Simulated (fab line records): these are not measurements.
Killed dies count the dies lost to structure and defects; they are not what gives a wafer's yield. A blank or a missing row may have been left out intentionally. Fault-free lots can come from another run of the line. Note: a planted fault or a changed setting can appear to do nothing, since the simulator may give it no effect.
A struck lot beside a sound one + flow sky130 + 14 out of 708 route steps
Sound: wafers L176.1, L176.5, L176.6. The struck wafers were L190.2, L190.3, L190.6. The cause is named last.
At each step with rows: each side's tool, then ch and its chambers, then its first start. Under that, the readings that differ: sound wafers + struck wafers + difference of the means + sigmas: that difference in standard deviations of wafers without a fault.
alike: readings with means less than 2 such deviations apart, plus words and numbers identical on both sides. not compared: withheld readings, readings lacking a value on some wafer, bounds such as >300 that could conceal the same value, and numbers that have no deviation in the record and whose values overlap.
A row with sigmas, a row that says differs or no value, or rows on one side alone: a step with any of these is where the two part. When numbers do not overlap yet have no deviation, they are printed without sigmas and do not part them. A reading missing from all wafers of one side parts the sides only when that side holds two or more wafers.

first, 6 steps without rows for these wafers: SKY_DNWELL_COAT_02 (resist thk 3000 nm); SKY_DNWELL_SOFTBAKE_03; SKY_DNWELL_EXPOSE_04 (exposes mask DNM, target cd 3000 nm); SKY_DNWELL_PEB_05; SKY_DNWELL_DEVELOP_06 (develop time 60 s); SKY_DNWELL_IMPLANT_07.
SKY_DNWELL_STRIP_08: strips in O2/N2.
  sound on plasma asher-02 ch 0,1, day 3 06:46; struck on plasma asher-03 ch 0,1, day 6 15:46
  alike: drypump motor current A, oes product au, strip time to endpoint s
  not compared: rf hours counter h
SKY_DNWELL_TW_MEAS_09:
  sound: film metro-01 at day 3 06:52; struck: film metro-02 at day 6 15:53
  alike: DNWELL_TW
then, 4 steps without rows for these wafers: SKY_PWDE_DEHYDRATE_00 (time 60 s); SKY_PWDE_HMDS_01 (prime time 60 s); SKY_PWDE_COAT_02 (resist thk 3000 nm); SKY_PWDE_SOFTBAKE_03.
SKY_PWDE_EXPOSE_04: exposes mask PWDEM, target cd 840 nm.
  sound on iline stepper-01 ch 0, day 3 14:23; struck on iline stepper-01, day 7 00:19
  no value came back on the struck wafers for exposure dose mJ cm2, focus offset nm (nm), reticle temp C (C); on the sound wafers exposure dose mJ cm2 reads 213.74 213.96 213.87
  alike: mask
next, for these wafers, 1 step has no rows: SKY_PWDE_PEB_05.

== WHERE THEY PART ==
SKY_PWDE_EXPOSE_04 only, going by this record.

WHY: what the simulator had put in
At SKY_PWDE_EXPOSE_04, the step was skipped entirely on iline stepper-01 from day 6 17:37 on. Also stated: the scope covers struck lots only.
